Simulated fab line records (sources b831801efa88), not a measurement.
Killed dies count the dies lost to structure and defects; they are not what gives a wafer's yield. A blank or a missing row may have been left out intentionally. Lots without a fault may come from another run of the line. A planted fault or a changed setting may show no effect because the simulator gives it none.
fab line records :: flow sfq-line
[record]
  lots = 15
  wafers = 45
  last-day = 91
route steps=325 shown L0V@16 M0@35
lots that met no fault: taken from a fault-free run of the same line
start-h: start of the lot's first displayed wafer, in hours after the record's first day :: wait-h: how many hours have passed since the lot's step before this one :: " identical to the entry in the row above :: L1.1+2: one row covering several wafers at once :: - no value, or no start was given :: * or withheld: withheld :: < > ~ a bound
route shown NAME@n: names a module that has steps shown in the file, with the first one's number in the route :: usual: mean/standard deviation of fault-free wafers :: same: alike in all rows :: chamber/n: place in a boat :: sites: each site's reading :: _std_site: standard deviation across them :: _edge_site: mean of outer sites minus mean of inner sites :: radius-mm: how far each site lies from the wafer's centre :: mask NAME#n: copy n :: behind: the last tool/chamber to shape the wafer :: hold: reason for holding the lot/hours on hold/outcome of the hold :: device: the n, p or np transistor that did not switch :: end of line: the route-end tests of the same wafers :: where a step has no rows: the recipe by itself :: killed: the dies lost at the first sort to structure and to defects; this is not the yield of the wafer :: map: a wafer's dies, marking killed ones x, the rest . and places with no die _
set.NAME: setting as actually run; set.NAME@STEP: the setting as run at that earlier step :: model.NAME: the simulator's own value behind a step, which no gauge read
route steps across a sampled set of lots; one table per step, one row per wafer
services: the hour from which a tool's chamber was out of use, counted from the record's first day as start-h (under 0 if before that day), plus the number of hours and why
[[steps]]
[step SFQ_TRILAYER_L0_CAP_PECVD_011]
[recipe]
  material = SiO2
  temp-c = 150
  time-s = 13.333
  pressure-torr = 2.4
  rf-w = 183.3
  precursor = SiH4/N2O
  target-thk-nm = 60
[usual]
  chamber-pressure-Torr = 2.401/0.0047
  heater-power-outer-w = 31/13
  heater-power-w = 84/21
  throttle-valve-pct = 25.4/1.9
lot.wafer: L821.2
tool: pecvd-01
chamber: 1
start-h: 35.53
wait-h: 0.0
chamber-pressure-Torr: 2.403
heater-power-outer-w: 10
heater-power-w: 47
throttle-valve-pct: 28.5

lot.wafer: L821.4
tool: pecvd-01
chamber: 0
start-h: 35.53
wait-h: 0.0
chamber-pressure-Torr: 2.404
heater-power-outer-w: 42
heater-power-w: 97
throttle-valve-pct: 28.8

lot.wafer: L821.5
tool: pecvd-01
chamber: 1
start-h: 35.53
wait-h: 0.0
chamber-pressure-Torr: 2.399
heater-power-outer-w: 9
heater-power-w: 48
throttle-valve-pct: 28.6

lot.wafer: L828.2
tool: pecvd-01
chamber: 1
start-h: 64.28
wait-h: 0.0
chamber-pressure-Torr: -
heater-power-outer-w: -
heater-power-w: -
throttle-valve-pct: -

lot.wafer: L828.4
tool: pecvd-01
chamber: 1
start-h: 64.28
wait-h: 0.0
chamber-pressure-Torr: -
heater-power-outer-w: -
heater-power-w: -
throttle-valve-pct: -

lot.wafer: L828.5
tool: pecvd-01
chamber: 0
start-h: 64.28
wait-h: 0.0
chamber-pressure-Torr: -
heater-power-outer-w: -
heater-power-w: -
throttle-valve-pct: -

lot.wafer: L829.1
tool: pecvd-04
chamber: 2
start-h: 71.74
wait-h: 0.0
chamber-pressure-Torr: -
heater-power-outer-w: -
heater-power-w: -
throttle-valve-pct: -

lot.wafer: L829.4
tool: pecvd-04
chamber: 2
start-h: 71.74
wait-h: 0.0
chamber-pressure-Torr: -
heater-power-outer-w: -
heater-power-w: -
throttle-valve-pct: -

lot.wafer: L829.6
tool: pecvd-04
chamber: 1
start-h: 71.74
wait-h: 0.0
chamber-pressure-Torr: -
heater-power-outer-w: -
heater-power-w: -
throttle-valve-pct: -

lot.wafer: L830.1
tool: pecvd-01
chamber: 1
start-h: 77.58
wait-h: 0.0
chamber-pressure-Torr: -
heater-power-outer-w: -
heater-power-w: -
throttle-valve-pct: -

lot.wafer: L830.3
tool: pecvd-01
chamber: 2
start-h: 77.58
wait-h: 0.0
chamber-pressure-Torr: -
heater-power-outer-w: -
heater-power-w: -
throttle-valve-pct: -

lot.wafer: L830.5
tool: pecvd-01
chamber: 0
start-h: 77.58
wait-h: 0.0
chamber-pressure-Torr: -
heater-power-outer-w: -
heater-power-w: -
throttle-valve-pct: -

lot.wafer: L833.1
tool: pecvd-01
chamber: 2
start-h: 97.98
wait-h: 0.0
chamber-pressure-Torr: 2.405
heater-power-outer-w: 18
heater-power-w: 63
throttle-valve-pct: 24.6

lot.wafer: L833.4
tool: pecvd-01
chamber: 2
start-h: 97.98
wait-h: 0.0
chamber-pressure-Torr: 2.397
heater-power-outer-w: 18
heater-power-w: 65
throttle-valve-pct: 25.0

lot.wafer: L833.6
tool: pecvd-01
chamber: 0
start-h: 97.98
wait-h: 0.0
chamber-pressure-Torr: 2.403
heater-power-outer-w: 44
heater-power-w: 103
throttle-valve-pct: 28.9

lot.wafer: L834.3
tool: pecvd-03
chamber: 2
start-h: 103.03
wait-h: 0.0
chamber-pressure-Torr: 2.402
heater-power-outer-w: 36
heater-power-w: 95
throttle-valve-pct: 23.9

lot.wafer: L834.4
tool: pecvd-03
chamber: 1
start-h: 103.03
wait-h: 0.0
chamber-pressure-Torr: 2.396
heater-power-outer-w: 30
heater-power-w: 86
throttle-valve-pct: 24.0

lot.wafer: L834.6
tool: pecvd-03
chamber: 0
start-h: 103.03
wait-h: 0.0
chamber-pressure-Torr: 2.395
heater-power-outer-w: 50
heater-power-w: 111
throttle-valve-pct: 23.9

lot.wafer: L835.2
tool: pecvd-01
chamber: 0
start-h: 107.83
wait-h: 0.0
chamber-pressure-Torr: 2.405
heater-power-outer-w: 41
heater-power-w: 97
throttle-valve-pct: 28.9

lot.wafer: L835.3
tool: pecvd-01
chamber: 1
start-h: 107.83
wait-h: 0.0
chamber-pressure-Torr: 2.405
heater-power-outer-w: 8
heater-power-w: 46
throttle-valve-pct: 28.3

lot.wafer: L835.5
tool: pecvd-01
chamber: 0
start-h: 107.83
wait-h: 0.0
chamber-pressure-Torr: 2.406
heater-power-outer-w: 41
heater-power-w: 100
throttle-valve-pct: 28.6

lot.wafer: L836.3
tool: pecvd-03
chamber: 1
start-h: 119.78
wait-h: 0.0
chamber-pressure-Torr: 2.397
heater-power-outer-w: 27
heater-power-w: 84
throttle-valve-pct: 24.4

lot.wafer: L836.4
tool: pecvd-03
chamber: 1
start-h: 119.78
wait-h: 0.0
chamber-pressure-Torr: 2.400
heater-power-outer-w: 28
heater-power-w: 83
throttle-valve-pct: 24.3

lot.wafer: L836.5
tool: pecvd-03
chamber: 2
start-h: 119.78
wait-h: 0.0
chamber-pressure-Torr: 2.397
heater-power-outer-w: 43
heater-power-w: 102
throttle-valve-pct: 24.1

lot.wafer: L837.2
tool: pecvd-04
chamber: 1
start-h: 144.78
wait-h: 0.0
chamber-pressure-Torr: 2.402
heater-power-outer-w: 34
heater-power-w: 98
throttle-valve-pct: 25.0

lot.wafer: L837.4
tool: pecvd-04
chamber: 2
start-h: 144.78
wait-h: 0.0
chamber-pressure-Torr: 2.398
heater-power-outer-w: 27
heater-power-w: 76
throttle-valve-pct: 24.6

lot.wafer: L837.6
tool: pecvd-04
chamber: 0
start-h: 144.78
wait-h: 0.0
chamber-pressure-Torr: 2.400
heater-power-outer-w: 38
heater-power-w: 90
throttle-valve-pct: 24.2

lot.wafer: L839.2
tool: pecvd-03
chamber: 1
start-h: 161.58
wait-h: 0.0
chamber-pressure-Torr: 2.396
heater-power-outer-w: 21
heater-power-w: 76
throttle-valve-pct: 24.4

lot.wafer: L839.4
tool: pecvd-03
chamber: 2
start-h: 161.58
wait-h: 0.0
chamber-pressure-Torr: 2.401
heater-power-outer-w: 43
heater-power-w: 105
throttle-valve-pct: 23.8

lot.wafer: L839.6
tool: pecvd-03
chamber: 1
start-h: 161.58
wait-h: 0.0
chamber-pressure-Torr: 2.406
heater-power-outer-w: 21
heater-power-w: 75
throttle-valve-pct: 24.4

lot.wafer: L840.3
tool: pecvd-01
chamber: 1
start-h: 173.58
wait-h: 0.0
chamber-pressure-Torr: 2.390
heater-power-outer-w: 9
heater-power-w: 47
throttle-valve-pct: 28.3

lot.wafer: L840.5
tool: pecvd-01
chamber: 2
start-h: 173.58
wait-h: 0.0
chamber-pressure-Torr: 2.405
heater-power-outer-w: 18
heater-power-w: 62
throttle-valve-pct: 24.7

lot.wafer: L840.6
tool: pecvd-01
chamber: 0
start-h: 173.58
wait-h: 0.0
chamber-pressure-Torr: 2.407
heater-power-outer-w: 43
heater-power-w: 102
throttle-valve-pct: 28.5

lot.wafer: L841.2
tool: pecvd-03
chamber: 2
start-h: 183.31
wait-h: 0.0
chamber-pressure-Torr: 2.402
heater-power-outer-w: 48
heater-power-w: 108
throttle-valve-pct: 23.9

lot.wafer: L841.5
tool: pecvd-03
chamber: 2
start-h: 183.31
wait-h: 0.0
chamber-pressure-Torr: 2.406
heater-power-outer-w: 48
heater-power-w: 109
throttle-valve-pct: 23.8

lot.wafer: L841.6
tool: pecvd-03
chamber: 0
start-h: 183.31
wait-h: 0.0
chamber-pressure-Torr: 2.399
heater-power-outer-w: 42
heater-power-w: 99
throttle-valve-pct: 24.5

lot.wafer: L842.1
tool: pecvd-03
chamber: 1
start-h: 192.91
wait-h: 0.0
chamber-pressure-Torr: 2.405
heater-power-outer-w: 22
heater-power-w: 77
throttle-valve-pct: 24.5

lot.wafer: L842.2
tool: pecvd-03
chamber: 0
start-h: 192.91
wait-h: 0.0
chamber-pressure-Torr: 2.396
heater-power-outer-w: 50
heater-power-w: 112
throttle-valve-pct: 24.4

lot.wafer: L842.5
tool: pecvd-03
chamber: 0
start-h: 192.91
wait-h: 0.0
chamber-pressure-Torr: 2.398
heater-power-outer-w: 48
heater-power-w: 112
throttle-valve-pct: 24.2

lot.wafer: L843.2
tool: pecvd-04
chamber: 2
start-h: 202.51
wait-h: 0.0
chamber-pressure-Torr: 2.402
heater-power-outer-w: 33
heater-power-w: 84
throttle-valve-pct: 24.7

lot.wafer: L843.3
tool: pecvd-04
chamber: 1
start-h: 202.51
wait-h: 0.0
chamber-pressure-Torr: 2.392
heater-power-outer-w: 39
heater-power-w: 104
throttle-valve-pct: 25.3

lot.wafer: L843.5
tool: pecvd-04
chamber: 2
start-h: 202.51
wait-h: 0.0
chamber-pressure-Torr: 2.395
heater-power-outer-w: 32
heater-power-w: 84
throttle-valve-pct: 24.9

lot.wafer: L844.1
tool: pecvd-01
chamber: 0
start-h: 214.51
wait-h: 0.0
chamber-pressure-Torr: 2.401
heater-power-outer-w: 36
heater-power-w: 86
throttle-valve-pct: 23.8

lot.wafer: L844.5
tool: pecvd-01
chamber: 2
start-h: 214.51
wait-h: 0.0
chamber-pressure-Torr: 2.398
heater-power-outer-w: 22
heater-power-w: 67
throttle-valve-pct: 22.5

lot.wafer: L844.6
tool: pecvd-01
chamber: 0
start-h: 214.51
wait-h: 0.0
chamber-pressure-Torr: 2.407
heater-power-outer-w: 36
heater-power-w: 89
throttle-valve-pct: 23.6
[step SFQ_TRILAYER_L0_VIA_ETCH_VIA_ETCH_016]
[recipe]
  target = SiO2
  stop-on = MoNx_KI
  mask-material = PR
  chemistry = CHF3
  target-depth-nm = 80
  source-w = 500
  bias-w = 80
  pressure-mtorr = 30
  time-s = withheld
[usual]
  drypump-motor-current-A = 5.8/0.43
  oes-product-au = 0.842/0.0077
lot.wafer: L821.2
tool: rie-diel-02
chamber: 1
start-h: 100.78
wait-h: 0.0
drypump-motor-current-A: 5.7
oes-product-au: 0.836

lot.wafer: L821.4
tool: rie-diel-02
chamber: 2
start-h: 100.78
wait-h: 0.0
drypump-motor-current-A: 6.5
oes-product-au: 0.832

lot.wafer: L821.5
tool: rie-diel-02
chamber: 0
start-h: 100.78
wait-h: 0.0
drypump-motor-current-A: 5.0
oes-product-au: 0.842

lot.wafer: L828.2
tool: rie-diel-03
chamber: 0
start-h: 123.78
wait-h: 0.0
drypump-motor-current-A: 6.5
oes-product-au: 0.366

lot.wafer: L828.4
tool: rie-diel-03
chamber: 2
start-h: 123.78
wait-h: 0.0
drypump-motor-current-A: 5.4
oes-product-au: 0.375

lot.wafer: L828.5
tool: rie-diel-03
chamber: 2
start-h: 123.78
wait-h: 0.0
drypump-motor-current-A: 5.4
oes-product-au: 0.380

lot.wafer: L829.1
tool: rie-diel-02
chamber: 3
start-h: 126.18
wait-h: 0.0
drypump-motor-current-A: 6.0
oes-product-au: 0.381

lot.wafer: L829.4
tool: rie-diel-02
chamber: 0
start-h: 126.18
wait-h: 0.0
drypump-motor-current-A: 5.1
oes-product-au: 0.379

lot.wafer: L829.6
tool: rie-diel-02
chamber: 1
start-h: 126.18
wait-h: 0.0
drypump-motor-current-A: 5.7
oes-product-au: 0.375

lot.wafer: L830.1
tool: rie-diel-02
chamber: 0
start-h: 130.98
wait-h: 0.0
drypump-motor-current-A: 5.1
oes-product-au: 0.385

lot.wafer: L830.3
tool: rie-diel-02
chamber: 3
start-h: 130.98
wait-h: 0.0
drypump-motor-current-A: 6.0
oes-product-au: 0.364

lot.wafer: L830.5
tool: rie-diel-02
chamber: 1
start-h: 130.98
wait-h: 0.0
drypump-motor-current-A: 5.7
oes-product-au: 0.373

lot.wafer: L833.1
tool: rie-diel-02
chamber: 2
start-h: 152.38
wait-h: 0.0
drypump-motor-current-A: 6.5
oes-product-au: 0.858

lot.wafer: L833.4
tool: rie-diel-02
chamber: 0
start-h: 152.38
wait-h: 0.0
drypump-motor-current-A: 5.0
oes-product-au: 0.846

lot.wafer: L833.6
tool: rie-diel-02
chamber: 0
start-h: 152.38
wait-h: 0.0
drypump-motor-current-A: 5.0
oes-product-au: 0.842

lot.wafer: L834.3
tool: rie-diel-04
chamber: 0
start-h: 161.98
wait-h: 0.0
drypump-motor-current-A: 6.0
oes-product-au: 0.840

lot.wafer: L834.4
tool: rie-diel-04
chamber: 2
start-h: 161.98
wait-h: 0.0
drypump-motor-current-A: 6.0
oes-product-au: 0.837

lot.wafer: L834.6
tool: rie-diel-04
chamber: 0
start-h: 161.98
wait-h: 0.0
drypump-motor-current-A: 6.0
oes-product-au: 0.837

lot.wafer: L835.2
tool: rie-diel-03
chamber: 2
start-h: 170.38
wait-h: 0.0
drypump-motor-current-A: 5.4
oes-product-au: 0.828

lot.wafer: L835.3
tool: rie-diel-03
chamber: 0
start-h: 170.38
wait-h: 0.0
drypump-motor-current-A: 6.4
oes-product-au: 0.836

lot.wafer: L835.5
tool: rie-diel-03
chamber: 0
start-h: 170.38
wait-h: 0.0
drypump-motor-current-A: 6.4
oes-product-au: 0.850

lot.wafer: L836.3
tool: rie-diel-02
chamber: 0
start-h: 194.51
wait-h: 0.0
drypump-motor-current-A: 5.1
oes-product-au: 0.841

lot.wafer: L836.4
tool: rie-diel-02
chamber: 1
start-h: 194.51
wait-h: 0.0
drypump-motor-current-A: 5.7
oes-product-au: 0.858

lot.wafer: L836.5
tool: rie-diel-02
chamber: 1
start-h: 194.51
wait-h: 0.0
drypump-motor-current-A: 5.7
oes-product-au: 0.852

lot.wafer: L837.2
tool: rie-diel-03
chamber: 0
start-h: 249.68
wait-h: 0.0
drypump-motor-current-A: 6.4
oes-product-au: 0.837

lot.wafer: L837.4
tool: rie-diel-03
chamber: 1
start-h: 249.68
wait-h: 0.0
drypump-motor-current-A: 6.0
oes-product-au: 0.841

lot.wafer: L837.6
tool: rie-diel-03
chamber: 0
start-h: 249.68
wait-h: 0.0
drypump-motor-current-A: 6.4
oes-product-au: 0.850

lot.wafer: L839.2
tool: rie-diel-03
chamber: 1
start-h: 266.46
wait-h: 0.0
drypump-motor-current-A: 6.0
oes-product-au: 0.837

lot.wafer: L839.4
tool: rie-diel-03
chamber: 3
start-h: 266.46
wait-h: 0.0
drypump-motor-current-A: 5.8
oes-product-au: 0.842

lot.wafer: L839.6
tool: rie-diel-03
chamber: 1
start-h: 266.46
wait-h: 0.0
drypump-motor-current-A: 6.0
oes-product-au: 0.838

lot.wafer: L840.3
tool: rie-diel-04
chamber: 0
start-h: 279.66
wait-h: 0.0
drypump-motor-current-A: 6.0
oes-product-au: 0.842

lot.wafer: L840.5
tool: rie-diel-04
chamber: 2
start-h: 279.66
wait-h: 0.0
drypump-motor-current-A: 6.0
oes-product-au: 0.842

lot.wafer: L840.6
tool: rie-diel-04
chamber: 3
start-h: 279.66
wait-h: 0.0
drypump-motor-current-A: 5.4
oes-product-au: 0.840

lot.wafer: L841.2
tool: rie-diel-02
chamber: 2
start-h: 289.39
wait-h: 0.0
drypump-motor-current-A: 6.5
oes-product-au: 0.841

lot.wafer: L841.5
tool: rie-diel-02
chamber: 0
start-h: 289.39
wait-h: 0.0
drypump-motor-current-A: 5.1
oes-product-au: 0.852

lot.wafer: L841.6
tool: rie-diel-02
chamber: 3
start-h: 289.39
wait-h: 0.0
drypump-motor-current-A: 6.0
oes-product-au: 0.833

lot.wafer: L842.1
tool: rie-diel-04
chamber: 2
start-h: 302.17
wait-h: 0.0
drypump-motor-current-A: 6.0
oes-product-au: 0.830

lot.wafer: L842.2
tool: rie-diel-04
chamber: 0
start-h: 302.17
wait-h: 0.0
drypump-motor-current-A: 6.0
oes-product-au: 0.833

lot.wafer: L842.5
tool: rie-diel-04
chamber: 2
start-h: 302.17
wait-h: 0.0
drypump-motor-current-A: 6.0
oes-product-au: 0.848

lot.wafer: L843.2
tool: rie-diel-04
chamber: 2
start-h: 309.37
wait-h: 0.0
drypump-motor-current-A: 6.0
oes-product-au: 0.829

lot.wafer: L843.3
tool: rie-diel-04
chamber: 0
start-h: 309.37
wait-h: 0.0
drypump-motor-current-A: 6.0
oes-product-au: 0.843

lot.wafer: L843.5
tool: rie-diel-04
chamber: 1
start-h: 309.37
wait-h: 0.0
drypump-motor-current-A: 6.0
oes-product-au: 0.852

lot.wafer: L844.1
tool: rie-diel-02
chamber: 0
start-h: 322.43
wait-h: 0.0
drypump-motor-current-A: 5.1
oes-product-au: 0.837

lot.wafer: L844.5
tool: rie-diel-02
chamber: 2
start-h: 322.43
wait-h: 0.0
drypump-motor-current-A: 6.5
oes-product-au: 0.846

lot.wafer: L844.6
tool: rie-diel-02
chamber: 0
start-h: 322.43
wait-h: 0.0
drypump-motor-current-A: 5.1
oes-product-au: 0.838
[step SFQ_TRILAYER_M0_LITHO_EXPOSE_022]
[recipe]
  mask-id = M0
  na = 0.6
  source-shape = conventional
  sigma-outer = 0.65
  target-cd-nm = 500
  dose-mj = 14.4
[usual]
  exposure-dose-mJ-cm2 = 14.401/0.014
  focus-offset-nm = 0.0/0.57
lot.wafer: L821.2
tool: krf-scanner-01
chamber: 0
start-h: 158.20
wait-h: -
mask: M0#0
exposure-dose-mJ-cm2: 14.386
focus-offset-nm: 0.0

lot.wafer: L821.4
tool: krf-scanner-01
chamber: 0
start-h: 158.20
wait-h: -
mask: M0#0
exposure-dose-mJ-cm2: 14.385
focus-offset-nm: 0.0

lot.wafer: L821.5
tool: krf-scanner-01
chamber: 0
start-h: 158.20
wait-h: -
mask: M0#0
exposure-dose-mJ-cm2: 14.373
focus-offset-nm: 0.6

lot.wafer: L828.2
tool: krf-scanner-02
chamber: -
start-h: 205.13
wait-h: -
mask: M0#0
exposure-dose-mJ-cm2: -
focus-offset-nm: -

lot.wafer: L828.4
tool: krf-scanner-02
chamber: -
start-h: 205.13
wait-h: -
mask: M0#0
exposure-dose-mJ-cm2: -
focus-offset-nm: -

lot.wafer: L828.5
tool: krf-scanner-02
chamber: -
start-h: 205.13
wait-h: -
mask: M0#0
exposure-dose-mJ-cm2: -
focus-offset-nm: -

lot.wafer: L829.1
tool: krf-scanner-02
chamber: -
start-h: 210.93
wait-h: -
mask: M0#0
exposure-dose-mJ-cm2: -
focus-offset-nm: -

lot.wafer: L829.4
tool: krf-scanner-02
chamber: -
start-h: 210.93
wait-h: -
mask: M0#0
exposure-dose-mJ-cm2: -
focus-offset-nm: -

lot.wafer: L829.6
tool: krf-scanner-02
chamber: -
start-h: 210.93
wait-h: -
mask: M0#0
exposure-dose-mJ-cm2: -
focus-offset-nm: -

lot.wafer: L830.1
tool: krf-scanner-02
chamber: -
start-h: 220.53
wait-h: -
mask: M0#0
exposure-dose-mJ-cm2: -
focus-offset-nm: -

lot.wafer: L830.3
tool: krf-scanner-02
chamber: -
start-h: 220.53
wait-h: -
mask: M0#0
exposure-dose-mJ-cm2: -
focus-offset-nm: -

lot.wafer: L830.5
tool: krf-scanner-02
chamber: -
start-h: 220.53
wait-h: -
mask: M0#0
exposure-dose-mJ-cm2: -
focus-offset-nm: -

lot.wafer: L833.1
tool: krf-scanner-01
chamber: 0
start-h: 258.88
wait-h: -
mask: M0#0
exposure-dose-mJ-cm2: 14.374
focus-offset-nm: 0.8

lot.wafer: L833.4
tool: krf-scanner-01
chamber: 0
start-h: 258.88
wait-h: -
mask: M0#0
exposure-dose-mJ-cm2: 14.382
focus-offset-nm: -0.7

lot.wafer: L833.6
tool: krf-scanner-01
chamber: 0
start-h: 258.88
wait-h: -
mask: M0#0
exposure-dose-mJ-cm2: 14.377
focus-offset-nm: -0.3

lot.wafer: L834.3
tool: krf-scanner-01
chamber: 0
start-h: 267.68
wait-h: -
mask: M0#0
exposure-dose-mJ-cm2: 14.387
focus-offset-nm: 0.9

lot.wafer: L834.4
tool: krf-scanner-01
chamber: 0
start-h: 267.68
wait-h: -
mask: M0#0
exposure-dose-mJ-cm2: 14.428
focus-offset-nm: 0.1

lot.wafer: L834.6
tool: krf-scanner-01
chamber: 0
start-h: 267.68
wait-h: -
mask: M0#0
exposure-dose-mJ-cm2: 14.391
focus-offset-nm: 0.6

lot.wafer: L835.2
tool: krf-scanner-01
chamber: 0
start-h: 273.48
wait-h: -
mask: M0#0
exposure-dose-mJ-cm2: 14.403
focus-offset-nm: 0.0

lot.wafer: L835.3
tool: krf-scanner-01
chamber: 0
start-h: 273.48
wait-h: -
mask: M0#0
exposure-dose-mJ-cm2: 14.408
focus-offset-nm: 0.0

lot.wafer: L835.5
tool: krf-scanner-01
chamber: 0
start-h: 273.48
wait-h: -
mask: M0#0
exposure-dose-mJ-cm2: 14.405
focus-offset-nm: -0.7

lot.wafer: L836.3
tool: krf-scanner-01
chamber: 0
start-h: 296.90
wait-h: -
mask: M0#0
exposure-dose-mJ-cm2: 14.410
focus-offset-nm: 0.5

lot.wafer: L836.4
tool: krf-scanner-01
chamber: 0
start-h: 296.90
wait-h: -
mask: M0#0
exposure-dose-mJ-cm2: 14.399
focus-offset-nm: 0.0

lot.wafer: L836.5
tool: krf-scanner-01
chamber: 0
start-h: 296.90
wait-h: -
mask: M0#0
exposure-dose-mJ-cm2: 14.432
focus-offset-nm: 0.4

lot.wafer: L837.2
tool: krf-scanner-01
chamber: 0
start-h: 301.50
wait-h: -
mask: M0#0
exposure-dose-mJ-cm2: 14.406
focus-offset-nm: 0.4

lot.wafer: L837.4
tool: krf-scanner-01
chamber: 0
start-h: 301.50
wait-h: -
mask: M0#0
exposure-dose-mJ-cm2: 14.397
focus-offset-nm: -0.2

lot.wafer: L837.6
tool: krf-scanner-01
chamber: 0
start-h: 301.50
wait-h: -
mask: M0#0
exposure-dose-mJ-cm2: 14.385
focus-offset-nm: 0.1

lot.wafer: L839.2
tool: krf-scanner-01
chamber: 0
start-h: 307.30
wait-h: -
mask: M0#0
exposure-dose-mJ-cm2: 14.403
focus-offset-nm: -0.2

lot.wafer: L839.4
tool: krf-scanner-01
chamber: 0
start-h: 307.30
wait-h: -
mask: M0#0
exposure-dose-mJ-cm2: 14.407
focus-offset-nm: 0.2

lot.wafer: L839.6
tool: krf-scanner-01
chamber: 0
start-h: 307.30
wait-h: -
mask: M0#0
exposure-dose-mJ-cm2: 14.391
focus-offset-nm: 0.2

lot.wafer: L840.3
tool: krf-scanner-01
chamber: 0
start-h: 309.90
wait-h: -
mask: M0#0
exposure-dose-mJ-cm2: 14.398
focus-offset-nm: 0.4

lot.wafer: L840.5
tool: krf-scanner-01
chamber: 0
start-h: 309.90
wait-h: -
mask: M0#0
exposure-dose-mJ-cm2: 14.390
focus-offset-nm: -0.1

lot.wafer: L840.6
tool: krf-scanner-01
chamber: 0
start-h: 309.90
wait-h: -
mask: M0#0
exposure-dose-mJ-cm2: 14.402
focus-offset-nm: -1.2

lot.wafer: L841.2
tool: krf-scanner-01
chamber: 0
start-h: 312.10
wait-h: -
mask: M0#0
exposure-dose-mJ-cm2: 14.407
focus-offset-nm: -0.3

lot.wafer: L841.5
tool: krf-scanner-01
chamber: 0
start-h: 312.10
wait-h: -
mask: M0#0
exposure-dose-mJ-cm2: 14.411
focus-offset-nm: -0.5

lot.wafer: L841.6
tool: krf-scanner-01
chamber: 0
start-h: 312.10
wait-h: -
mask: M0#0
exposure-dose-mJ-cm2: 14.411
focus-offset-nm: 0.5

lot.wafer: L842.1
tool: krf-scanner-01
chamber: 0
start-h: 316.70
wait-h: -
mask: M0#0
exposure-dose-mJ-cm2: 14.392
focus-offset-nm: -0.6

lot.wafer: L842.2
tool: krf-scanner-01
chamber: 0
start-h: 316.70
wait-h: -
mask: M0#0
exposure-dose-mJ-cm2: 14.380
focus-offset-nm: -0.8

lot.wafer: L842.5
tool: krf-scanner-01
chamber: 0
start-h: 316.70
wait-h: -
mask: M0#0
exposure-dose-mJ-cm2: 14.406
focus-offset-nm: -0.6

lot.wafer: L843.2
tool: krf-scanner-01
chamber: 0
start-h: 318.65
wait-h: -
mask: M0#0
exposure-dose-mJ-cm2: 14.384
focus-offset-nm: 1.0

lot.wafer: L843.3
tool: krf-scanner-01
chamber: 0
start-h: 318.65
wait-h: -
mask: M0#0
exposure-dose-mJ-cm2: 14.403
focus-offset-nm: -0.3

lot.wafer: L843.5
tool: krf-scanner-01
chamber: 0
start-h: 318.65
wait-h: -
mask: M0#0
exposure-dose-mJ-cm2: 14.438
focus-offset-nm: 0.6

lot.wafer: L844.1
tool: krf-scanner-01
chamber: 0
start-h: 447.82
wait-h: -
mask: M0#0
exposure-dose-mJ-cm2: 14.391
focus-offset-nm: 0.4

lot.wafer: L844.5
tool: krf-scanner-01
chamber: 0
start-h: 447.82
wait-h: -
mask: M0#0
exposure-dose-mJ-cm2: 14.386
focus-offset-nm: 0.7

lot.wafer: L844.6
tool: krf-scanner-01
chamber: 0
start-h: 447.82
wait-h: -
mask: M0#0
exposure-dose-mJ-cm2: 14.383
focus-offset-nm: 0.0
[[services]]
tool: rie-diel-03
chamber: -
start-h: 18.97
hours: 0.6
kind: repair

tool: pecvd-03
chamber: -
start-h: 36.18
hours: 0.5
kind: repair

tool: krf-scanner-01
chamber: -
start-h: 63.10
hours: 1.3
kind: pm

tool: rie-diel-02
chamber: 2
start-h: 69.50
hours: 6.6
kind: repair

tool: krf-scanner-01
chamber: -
start-h: 78.05
hours: 0.2
kind: repair

tool: krf-scanner-01
chamber: -
start-h: 135.40
hours: 1.0
kind: pm

tool: krf-scanner-01
chamber: -
start-h: 176.00
hours: 0.8
kind: pm

tool: krf-scanner-01
chamber: -
start-h: 180.40
hours: 1.5
kind: repair

tool: pecvd-01
chamber: -
start-h: 194.32
hours: 14.0
kind: pm

tool: pecvd-03
chamber: 2
start-h: 196.31
hours: 3.8
kind: repair

tool: krf-scanner-01
chamber: -
start-h: 201.88
hours: 0.4
kind: repair

tool: pecvd-01
chamber: 0
start-h: 226.73
hours: 5.1
kind: repair

tool: rie-diel-02
chamber: -
start-h: 231.60
hours: 2.8
kind: pm

tool: krf-scanner-01
chamber: -
start-h: 237.82
hours: 1.3
kind: pm

tool: krf-scanner-01
chamber: -
start-h: 291.28
hours: 4.0
kind: pm

tool: krf-scanner-01
chamber: -
start-h: 304.90
hours: 1.0
kind: pm

tool: pecvd-03
chamber: 0
start-h: 309.01
hours: 27.1
kind: repair

tool: rie-diel-02
chamber: -
start-h: 316.27
hours: 1.0
kind: repair

tool: rie-diel-02
chamber: 3
start-h: 328.40
hours: 7.4
kind: repair

tool: krf-scanner-01
chamber: -
start-h: 348.45
hours: 0.8
kind: pm

tool: pecvd-03
chamber: -
start-h: 370.30
hours: 0.3
kind: repair

tool: pecvd-01
chamber: 1
start-h: 371.44
hours: 7.1
kind: repair

tool: krf-scanner-01
chamber: -
start-h: 379.07
hours: 9.0
kind: repair

tool: krf-scanner-01
chamber: -
start-h: 414.11
hours: 1.3
kind: pm
[[key]]
[first-sign]
  step = SFQ_TRILAYER_L0_CAP_PECVD_011
  reading = tool-record
  direction = missing
[effect]
  step = SFQ_TRILAYER_L0_VIA_ETCH_VIA_ETCH_016
  reading = oes-product-au
  direction = down
  sigmas = 61
  usual = 0.842
  struck = 0.375
[effect]
  step = SFQ_TRILAYER_M0_LITHO_EXPOSE_022
  reading = tool-record
  direction = missing
met-at SFQ_TRILAYER_L0_CAP_PECVD_011
struck-lots L828,L829,L830
onset-between 35.53 64.28
[fault]
  kind = skipped-step-whole
  tool = pecvd-01,pecvd-04
  chamber = -
  onset-h = 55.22
  steps = SFQ_TRILAYER_L0_CAP_PECVD_011
  scope = struck-lots-only
